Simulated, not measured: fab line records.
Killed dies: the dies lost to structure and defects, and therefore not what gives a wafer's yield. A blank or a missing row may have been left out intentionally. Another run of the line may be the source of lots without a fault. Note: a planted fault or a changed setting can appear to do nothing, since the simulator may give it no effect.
Matching of chambers | flow gf180mcu | cmp-01 running GF_V5_CMP_04: 4 sister chambers
The step polishes SiO2. 18 wafers are shown with their chamber, then 9 later ones without.

## WAFERS, EACH WITH ITS CHAMBER
wafer  | chamber | motor_current_A (A) | slurry_flow_ml_min | retaining_ring_pressure_frac
L407.1 | 0       | 12.7                | 150.8              | 1.004
L407.4 | 3       | 13.5                | 149.5              | 1.002
L407.5 | 2       | 13.3                | 150.4              | 1.004
L410.1 | 1       | 11.4                | 150.1              | 1.004
L410.2 | 2       | 14.5                | 149.8              | 0.999
L410.4 | 0       | 13.7                | 150.2              | 0.998
L414.2 | 3       | 12.7                | 149.2              | 0.996
L414.3 | 2       | 13.6                | 150.4              | 1.003
L414.4 | 0       | 13.4                | 149.7              | 1.002
L421.3 | 2       | 14.5                | 150.7              | 0.999
L421.4 | 0       | 12.5                | 149.9              | 0.997
L421.6 | 1       | 11.6                | 150.3              | 1.001
L422.1 | 2       | 14.0                | 149.8              | 0.992
L422.4 | 3       | 13.2                | 149.6              | 1.006
L422.5 | 3       | 12.4                | 149.3              | 1.008
L426.2 | 3       | 13.0                | 150.2              | 0.997
L426.5 | 3       | 11.8                | 150.7              | 0.996
L426.6 | 2       | 13.6                | 150.2              | 1.004

SIGNATURES (averages over the wafers above)
reading                      | chamber 0 | chamber 1 | chamber 2 | chamber 3 | scatter within a chamber
motor_current_A              | 13.075    | 11.500    | 13.917    | 12.767    | 0.542
slurry_flow_ml_min           | 150.150   | 150.200   | 150.217   | 149.750   | 0.467
retaining_ring_pressure_frac | 1.00025   | 1.00250   | 1.00017   | 1.00083   | 0.00451
Rule: for each reading, subtract the chamber's mean from the wafer's reading, divide by that reading's scatter and square the result; add these up over the readings and take the root, which gives the wafer's distance from the chamber. If the next closest chamber is less than 2 further off than the closest, the wafer can't be placed; otherwise it belongs to the closest. The scatter is the square root of a quotient: the sum, over the shown wafers, of each reading's squared deviation from its chamber's mean, divided by wafers minus chambers.

## WAFERS WITHOUT THEIR CHAMBER
wafer  | motor_current_A (A) | slurry_flow_ml_min | retaining_ring_pressure_frac
L427.3 | 11.1                | 149.9              | 1.005
L427.4 | 13.6                | 149.9              | 0.996
L427.6 | 12.5                | 149.2              | 1.000
L429.1 | 12.2                | 149.6              | 0.999
L429.5 | 13.6                | 149.7              | 0.998
L429.6 | 11.4                | 150.3              | 0.995
L430.3 | 12.3                | 150.0              | 1.007
L430.4 | 14.7                | 149.4              | 1.000
L430.5 | 11.8                | 149.9              | 1.002

## CHAMBER TAKEN BY EACH
wafer  | from the rows above               | in truth
L427.3 | 1                                 | 1
L427.4 | can't be placed: 2 or 0 or 3      | 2
L427.6 | can't be placed: 3 or 0 or 1      | 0
L429.1 | can't be placed: 3 or 1 or 0      | 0
L429.5 | can't be placed: 2 or 0 or 3      | 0
L429.6 | can't be placed: 1 or 3 or 0      | 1
L430.3 | can't be placed: 3 or 1 or 0 or 2 | 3
L430.4 | can't be placed: 2 or 0 or 3      | 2
L430.5 | can't be placed: 1 or 3 or 0      | 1
1 of 9 placed correctly. Unplaceable from these rows: 8, with the true chamber sitting among the candidates in 8. Placed wrongly: 0.
